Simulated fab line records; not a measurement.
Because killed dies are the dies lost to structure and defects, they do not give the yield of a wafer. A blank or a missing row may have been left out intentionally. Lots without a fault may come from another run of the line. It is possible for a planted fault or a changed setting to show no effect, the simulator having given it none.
Split-lot trial | flow gf180mcu | on a route of 602 steps: 5 lots, 23 wafers read

== THE SPLIT ITSELF ==
At GF_POLY_GATE_COAT_05 (resist thk 700 nm), the setting resistThkNm was moved away from the recipe's 700 nm on 10 of the 23 wafers read, by -4.9% to +3.0%. The other wafers ran this setting at the recipe's value.

The reading is taken at the split's own step.

== THE READING ==
KrF_of_POLY_GATE_COAT_05.thkNm (the simulator's own value, which no gauge read), in nm, at GF_POLY_GATE_COAT_05 (resist thk 700 nm). No usual value for it is given in the file. Here, 13 wafers ran the recipe; their average is 700.7 nm with a standard deviation of 1.9 nm.

wafer  | tool, chamber at the split | resistThkNm as run, nm | against the recipe | KrF_of_POLY_GATE_COAT_05.thkNm, nm | against lot-mates on the recipe
L074.2 | lithoTrack-02, 0           | 700                    | recipe             | 698.4                              | -
L074.4 | lithoTrack-02, 0           | 700                    | recipe             | 700.4                              | -
L074.6 | lithoTrack-02, 0           | 700                    | recipe             | 700.6                              | -
L076.1 | lithoTrack-04, 0           | 700                    | recipe             | 701.9                              | -
L076.2 | lithoTrack-04, 0           | 666                    | -4.9%              | 668.2                              | -33.9
L076.3 | lithoTrack-04, 0           | 666                    | -4.9%              | 669.4                              | -32.8
L076.5 | lithoTrack-04, 0           | 666                    | -4.9%              | 669.1                              | -33.0
L076.6 | lithoTrack-04, 0           | 700                    | recipe             | 702.4                              | -
L077.1 | lithoTrack-01, 0           | 700                    | recipe             | 700.4                              | -
L077.3 | lithoTrack-01, 0           | 700                    | recipe             | 699.2                              | -
L077.4 | lithoTrack-01, 0           | 673.3                  | -3.8%              | 671.4                              | -27.7
L077.5 | lithoTrack-01, 0           | 700                    | recipe             | 697.8                              | -
L077.6 | lithoTrack-01, 0           | 673.3                  | -3.8%              | 671.9                              | -27.2
L081.2 | lithoTrack-01, 0           | 720.8                  | +3.0%              | 721                                | +21.9
L081.6 | lithoTrack-01, 0           | 720.8                  | +3.0%              | 721                                | +21.9
L081.3 | lithoTrack-01, 0           | 700                    | recipe             | 698.4                              | -
L081.4 | lithoTrack-01, 0           | 720.8                  | +3.0%              | 722.2                              | +23.1
L081.5 | lithoTrack-01, 0           | 700                    | recipe             | 699.8                              | -
L084.1 | lithoTrack-01, 0           | 679.8                  | -2.9%              | 684.1                              | -19.1
L084.2 | lithoTrack-01, 0           | 700                    | recipe             | 701.8                              | -
L084.3 | lithoTrack-01, 0           | 700                    | recipe             | 704.1                              | -
L084.4 | lithoTrack-01, 0           | 700                    | recipe             | 703.8                              | -
L084.5 | lithoTrack-01, 0           | 679.8                  | -2.9%              | 682.1                              | -21.1

THE FIT
A straight line over all 23 wafers: KrF_of_POLY_GATE_COAT_05.thkNm changes by +6.81 nm for each +1% of resistThkNm; r = +0.99; the points scatter about the line by 2 nm.
The same after taking each lot's own level away (the mean of its wafers on the recipe; 23 wafers): +7.1 nm for each +1%; r = +1.00; scatter 1 nm.
The reading moves by 34 nm for the largest change in resistThkNm, on that fit.
The span of the lots' own levels, 699.10 to 703.23 nm, comes to 2.1 times the standard deviation stated above.
The two slopes are in agreement: the lot-to-lot level therefore moves the slope only a little.
Check: -34.2 nm against its lot-mates is what the line predicts for one of the wafers moved furthest among these (-4.9%) when that wafer is left out of the fit. Against them it came out at -33.9 nm.

== THESE WAFERS: OTHER SPLITS ==
These wafers also went through other splits before the reading. Each is held against what the fit with the lots' levels taken away leaves over:
other split on the same wafers     | wafers away from the commonest value | r with KrF_of_POLY_GATE_COAT_05.thkNm (lot level and that fit taken away)
GF_STI_OXIDATION_01 tempC          | 18                                   | -0.29
GF_STI_WET_ETCH_27 timeS           | 15                                   | +0.21
GF_NWELL_SOFTBAKE_03 tempC         | 9                                    | +0.24
GF_LVPWELL_COAT_02 resistThkNm     | 7                                    | +0.07
GF_LVPWELL_IMPLANT_09 doseCm2      | 8                                    | -0.14
GF_MVSD_IMPLANT_08 doseCm2         | 11                                   | +0.54
GF_MVPSD_IMPLANT_09 doseCm2        | 8                                    | -0.50
GF_VT_IMPLANT_COAT_13 resistThkNm  | 8                                    | -0.14
GF_VT_IMPLANT_STRIP_20 powerW      | 8                                    | -0.19
GF_VT_IMPLANT_IMPLANT_41 energyKev | 9                                    | -0.01

== THE FILE'S OWN FIT ==
KrF_of_POLY_GATE_COAT_05.thkNm changes by +7.07 nm for each +1% of resistThkNm, r = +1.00.
